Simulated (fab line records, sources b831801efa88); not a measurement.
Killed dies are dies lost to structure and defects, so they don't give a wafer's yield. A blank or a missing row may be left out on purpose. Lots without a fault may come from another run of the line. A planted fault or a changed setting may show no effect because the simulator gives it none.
Split-lot experiment | flow gf180mcu | 5 lots, 23 wafers read, on a route of 602 steps

THE SPLIT
At GF_HV_LDD_IMPLANT_48, the setting dose_cm2 was moved away from the recipe's 3e+13 on 5 of the 23 wafers read, by -4.1% to +6.7%. The other wafers ran this setting at the recipe's value.

FROM THE SPLIT TO THE READING: what the file shows between them, 1 step
- GF_HV_LDD_STRIP_49: strips in O2/N2

THE READING
HV_LDD_4_TW, at GF_HV_LDD_TW_MEAS_50. Fault-free wafers of this fab line usually give 576, standard deviation 5.8.

wafer  | tool, chamber at the split | dose_cm2 as run | against the recipe | HV_LDD_4_TW | against lot-mates on the recipe
L074.1 | implanter-02, 0            | 3e+13           | recipe             | 581         | -
L074.4 | implanter-02, 0            | 3e+13           | recipe             | 578         | -
L074.6 | implanter-02, 0            | 3e+13           | recipe             | 580         | -
L078.1 | implanter-01, 0            | 2.878e+13       | -4.1%              | 569         | -11
L078.2 | implanter-01, 0            | 3e+13           | recipe             | 581         | -
L078.3 | implanter-01, 0            | 2.878e+13       | -4.1%              | 569         | -11
L078.4 | implanter-01, 0            | 3e+13           | recipe             | 578         | -
L078.6 | implanter-01, 0            | 3e+13           | recipe             | 581         | -
L079.1 | implanter-02, 0            | 3e+13           | recipe             | 573         | -
L079.2 | implanter-02, 0            | 3.2e+13         | +6.7%              | 587         | +12
L079.3 | implanter-02, 0            | 3e+13           | recipe             | 578         | -
L079.5 | implanter-02, 0            | 3.2e+13         | +6.7%              | 588         | +12
L079.6 | implanter-02, 0            | 3.2e+13         | +6.7%              | 586         | +10
L082.1 | implanter-01, 0            | 3e+13           | recipe             | 578         | -
L082.3 | implanter-01, 0            | 3e+13           | recipe             | 575         | -
L082.4 | implanter-01, 0            | 3e+13           | recipe             | 574         | -
L082.5 | implanter-01, 0            | 3e+13           | recipe             | 575         | -
L082.6 | implanter-01, 0            | 3e+13           | recipe             | 579         | -
L085.1 | implanter-04, 0            | 3e+13           | recipe             | 576         | -
L085.2 | implanter-04, 0            | 3e+13           | recipe             | 577         | -
L085.4 | implanter-04, 0            | 3e+13           | recipe             | 577         | -
L085.5 | implanter-04, 0            | 3e+13           | recipe             | 577         | -
L085.6 | implanter-04, 0            | 3e+13           | recipe             | 576         | -

THE FIT
A straight line over all 23 wafers: HV_LDD_4_TW changes by +1.58 for each +1% of dose_cm2; r = +0.89; the points scatter about the line by 2.3.
The same after taking each lot's own level away (the mean of its wafers on the recipe; 23 wafers): +1.95 for each +1%; r = +0.95; scatter 1.8.
On that fit, the largest move of dose_cm2 shifts the reading by 13.
The lots' own levels span 575.5 to 580.0, that is 0.8 times the standard deviation above.
So the lot-to-lot level changes the slope: the two fits differ.
Check: with one of the wafers moved furthest among these (+6.7%) left out of the fit, the line predicts +13 for it against its lot-mates. It came out at +11.5 against them.

OTHER SPLITS ON THESE WAFERS
These wafers also went through other splits before the reading. Each is held against what the fit with the lots' levels taken away leaves over:
other split on the same wafers | wafers away from the commonest value | r with HV_LDD_4_TW (lot level and that fit taken away)
GF_POLY_GATE_PEB_08 peb_time_s | 7                                    | -0.02
GF_HV_LDD_EXPOSE_16 dose_mj    | 7                                    | +0.00

THE FILE'S OWN FIT
HV_LDD_4_TW changes by +1.98 for each +1% of dose_cm2, r = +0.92.
